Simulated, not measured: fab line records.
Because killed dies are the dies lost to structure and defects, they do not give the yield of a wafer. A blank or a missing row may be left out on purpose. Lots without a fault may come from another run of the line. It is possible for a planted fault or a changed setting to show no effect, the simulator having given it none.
Which of the tools did it? | flow sky130 | Sampling: 11 lots, 33 wafers, 5 of 708 route steps

## WHAT THE GAUGES READ, wafer by wafer
SKY_VT_ADJUST_HVTR_TW_MEAS_11.
lot  | measured     | on            | VT_ADJUST_HVTR_TW
L473 | day 10 05:06 | film-metro-03 | 210.5 210.2 210.7
L474 | day 10 10:56 | film-metro-04 | 209.2 208.8 208.6
L475 | day 11 04:29 | film-metro-03 | 210.2 210.7 210.8
L479 | day 12 05:55 | film-metro-02 | 210.3 211.2 210.8
L481 | day 12 23:53 | film-metro-04 | 209.6 210.8 209.2
L486 | day 14 09:50 | film-metro-02 | 210.1 210.6 209.9
L488 | day 15 02:02 | film-metro-04 | 209.5 208.4 209.9
L489 | day 15 13:35 | film-metro-04 | 208.9 209.4 210.0
L490 | day 15 20:14 | film-metro-04 | 208.9 208.2 209.8
L491 | day 15 22:08 | film-metro-03 | 210.6 211.1 210.5
L493 | day 16 13:27 | film-metro-03 | 209.3 209.2 208.5

SKY_SONOS_ONO_THK_MEAS_01.
lot  | measured     | on            | SONOS_ONO_OXIDATION_THK (nm)
L473 | day 12 07:02 | film-metro-03 | 2.52 2.53 2.59
L474 | day 12 11:46 | film-metro-03 | 2.57 2.59 2.54
L475 | day 13 09:16 | film-metro-03 | 2.64 2.69 2.67
L479 | day 14 09:22 | film-metro-01 | 1.97 1.97 2.02
L481 | day 15 07:05 | film-metro-04 | 1.98 1.96 1.98
L486 | day 16 18:46 | film-metro-04 | 2.67 2.62 2.61
L488 | day 17 12:38 | film-metro-04 | 2.66 2.63 2.60
L489 | day 18 01:45 | film-metro-04 | 2.61 2.62 2.60
L490 | day 18 07:32 | film-metro-03 | 2.63 2.65 2.72
L491 | day 18 10:22 | film-metro-01 | 2.61 2.69 2.66
L493 | day 19 03:00 | film-metro-03 | 2.62 2.55 2.66

## WHICH TOOL RAN EACH LOT (tool, then ch and the chambers of the sampled wafers, then the start)
lot  | SKY_VT_ADJUST_HVTP_STRIP_10          | SKY_VT_ADJUST_PCH_STRIP_09           | SKY_SONOS_ONO_OXIDATION_00
L473 | plasma-asher-04 ch 0,1, day 6 17:02  | plasma-asher-02 ch 0,1, day 11 04:37 | furnace-02 ch 0, day 12 05:41
L474 | plasma-asher-04 ch 0,1, day 6 23:49  | plasma-asher-04 ch 0,1, day 11 09:40 | furnace-02 ch 0, day 12 10:25
L475 | plasma-asher-04 ch 0, day 7 11:58    | plasma-asher-04 ch 0,1, day 12 03:45 | furnace-02 ch 0, day 13 07:54
L479 | plasma-asher-03 ch 0,1, day 8 11:23  | plasma-asher-02 ch 0,1, day 13 06:01 | furnace-02 ch 0, day 14 08:00
L481 | plasma-asher-04 ch 0,1, day 9 04:22  | plasma-asher-03 ch 0,1, day 14 01:05 | furnace-02 ch 0, day 15 05:43
L486 | plasma-asher-04 ch 0,1, day 10 07:50 | plasma-asher-03 ch 0,1, day 15 13:04 | furnace-01 ch 0, day 16 17:25
L488 | plasma-asher-04 ch 0,1, day 10 21:40 | plasma-asher-03 ch 0,1, day 16 05:47 | furnace-01 ch 0, day 17 11:16
L489 | plasma-asher-02 ch 0,1, day 11 07:14 | plasma-asher-03 ch 0,1, day 16 17:33 | furnace-01 ch 0, day 18 00:25
L490 | plasma-asher-03 ch 0,1, day 11 12:36 | plasma-asher-03 ch 0,1, day 17 00:13 | furnace-02 ch 0, day 18 06:10
L491 | plasma-asher-03 ch 0,1, day 11 15:19 | plasma-asher-02 ch 0, day 17 02:18   | furnace-02 ch 0, day 18 09:01
L493 | plasma-asher-04 ch 0,1, day 12 05:29 | plasma-asher-03 ch 0,1, day 17 18:24 | furnace-01 ch 0, day 19 01:39
- SKY_VT_ADJUST_HVTP_STRIP_10: strips in O2/N2.
- SKY_VT_ADJUST_PCH_STRIP_09: strips in O2/N2.
- SKY_SONOS_ONO_OXIDATION_00: stabilise 600 s, purge 300 s, target thk 2.6 nm.

## WHAT THE TOOLS THEMSELVES READ (means of the sampled wafers that have a number; where no wafer has one, the mark that the record gives instead)
SKY_VT_ADJUST_HVTP_STRIP_10.
lot  | tool            | drypump-motor-current-A (A) | oes-product-au (a.u.) | strip-time-to-endpoint-s (s)
L473 | plasma-asher-04 | 5.9                         | 0.716                 | 14.23
L474 | plasma-asher-04 | 5.7                         | 0.712                 | 14.26
L475 | plasma-asher-04 | 5.6                         | 0.719                 | 14.15
L479 | plasma-asher-03 | 6.2                         | 0.713                 | 14.23
L481 | plasma-asher-04 | 5.7                         | 0.719                 | 14.15
L486 | plasma-asher-04 | 5.7                         | 0.719                 | 14.17
L488 | plasma-asher-04 | 5.9                         | 0.714                 | 14.17
L489 | plasma-asher-02 | 6.5                         | 0.715                 | 14.24
L490 | plasma-asher-03 | 6.2                         | 0.717                 | 14.29
L491 | plasma-asher-03 | 6.2                         | 0.714                 | 14.19
L493 | plasma-asher-04 | 5.7                         | 0.714                 | 14.15

SKY_VT_ADJUST_PCH_STRIP_09.
lot  | tool            | drypump-motor-current-A (A) | oes-product-au (a.u.) | strip-time-to-endpoint-s (s)
L473 | plasma-asher-02 | 6.5                         | 0.726                 | 36.81
L474 | plasma-asher-04 | 5.7                         | 0.720                 | 37.00
L475 | plasma-asher-04 | 5.7                         | 0.723                 | 37.06
L479 | plasma-asher-02 | 6.5                         | 0.724                 | 36.79
L481 | plasma-asher-03 | 6.2                         | 0.726                 | 36.82
L486 | plasma-asher-03 | 6.1                         | 0.728                 | 36.77
L488 | plasma-asher-03 | 6.1                         | 0.723                 | 37.03
L489 | plasma-asher-03 | 6.1                         | 0.722                 | 37.12
L490 | plasma-asher-03 | 6.1                         | 0.722                 | 37.00
L491 | plasma-asher-02 | 6.6                         | 0.724                 | 36.82
L493 | plasma-asher-03 | 6.2                         | 0.722                 | 36.97

SKY_SONOS_ONO_OXIDATION_00.
lot  | tool       | ramp-down-c-per-min | spike-tc-bottom-C (C) | spike-tc-centre-C (C) | spike-tc-lower-C (C) | spike-tc-top-C (C) | spike-tc-upper-C (C) | tube-center-temp-C (C) | tube_center_temp_C_max
L473 | furnace-02 | 2.9997              | 811                   | 801.2                 | 800.7                | 806                | 800.4                | 800                    | 801.9
L474 | furnace-02 | 3.0001              | 811                   | 799.9                 | 800.2                | 805                | 800.5                | 800                    | 802.1
L475 | furnace-02 | 3.0004              | 810                   | 800.2                 | 800.3                | 804                | 800.6                | 800                    | 802.2
L479 | furnace-02 | 3.0002              | 792                   | 783.8                 | 782.1                | 788                | 782.7                | 782                    | 783.9
L481 | furnace-02 | 2.9996              | 793                   | 782.5                 | 782.2                | 788                | 783.0                | 782                    | 783.7
L486 | furnace-01 | 3.0003              | 818                   | 798.6                 | 801.6                | 814                | 798.7                | 800                    | 802.2
L488 | furnace-01 | 2.9999              | 818                   | 798.6                 | 802.4                | 813                | 798.2                | 800                    | 802.3
L489 | furnace-01 | 2.9997              | 818                   | 800.2                 | 801.5                | 812                | 798.0                | 800                    | 802.6
L490 | furnace-02 | 3.0005              | 811                   | 801.7                 | 800.2                | 805                | 800.9                | 800                    | 801.8
L491 | furnace-02 | 2.9999              | 811                   | 800.9                 | 799.6                | 805                | 800.6                | 800                    | 802.1
L493 | furnace-01 | 2.9994              | 818                   | 800.1                 | 803.1                | 813                | 798.0                | 800                    | 801.8

## THE ANSWER, worked out from the rows above alone
Rule: the lots themselves supply what counts as usual. The widest of any qualifying gaps counts: lots, ordered by their means at a reading, are off when they make up no more than a third of the lots, leave a main group of 4 or more, and stand apart from it by 3 or more times the standard deviation of that group's means. The tables above print the reading to a certain number of digits; a main group whose means all agree to those digits is not used. A lot without any number at a reading at which 4 lots or more have one is off too. The other lots that the step has rows for count as sound. The gauges are gone through in route order, then the tools' own readings, and for those a lot's mean is taken as printed above. At the first step where some lot is off, the reading lying furthest off is the one used; lots without a number count as furthest.
Off: L479, L481, seen at SKY_SONOS_ONO_THK_MEAS_01 (SONOS_ONO_OXIDATION_THK). The main group has a mean of 2.62 nm with a standard deviation of 0.04.
A tool fits if, at a process step before that reading, it ran every lot that is off, and no sound lot after the first of them. Not tried: the gauges at SKY_SONOS_ONO_THK_MEAS_01; whatever is off there is also off at SKY_SONOS_ONO_OXIDATION_00, on other tools, and gauge error can't account for it. None of those tried fits.

## WHAT THE SIMULATOR HAD INSERTED
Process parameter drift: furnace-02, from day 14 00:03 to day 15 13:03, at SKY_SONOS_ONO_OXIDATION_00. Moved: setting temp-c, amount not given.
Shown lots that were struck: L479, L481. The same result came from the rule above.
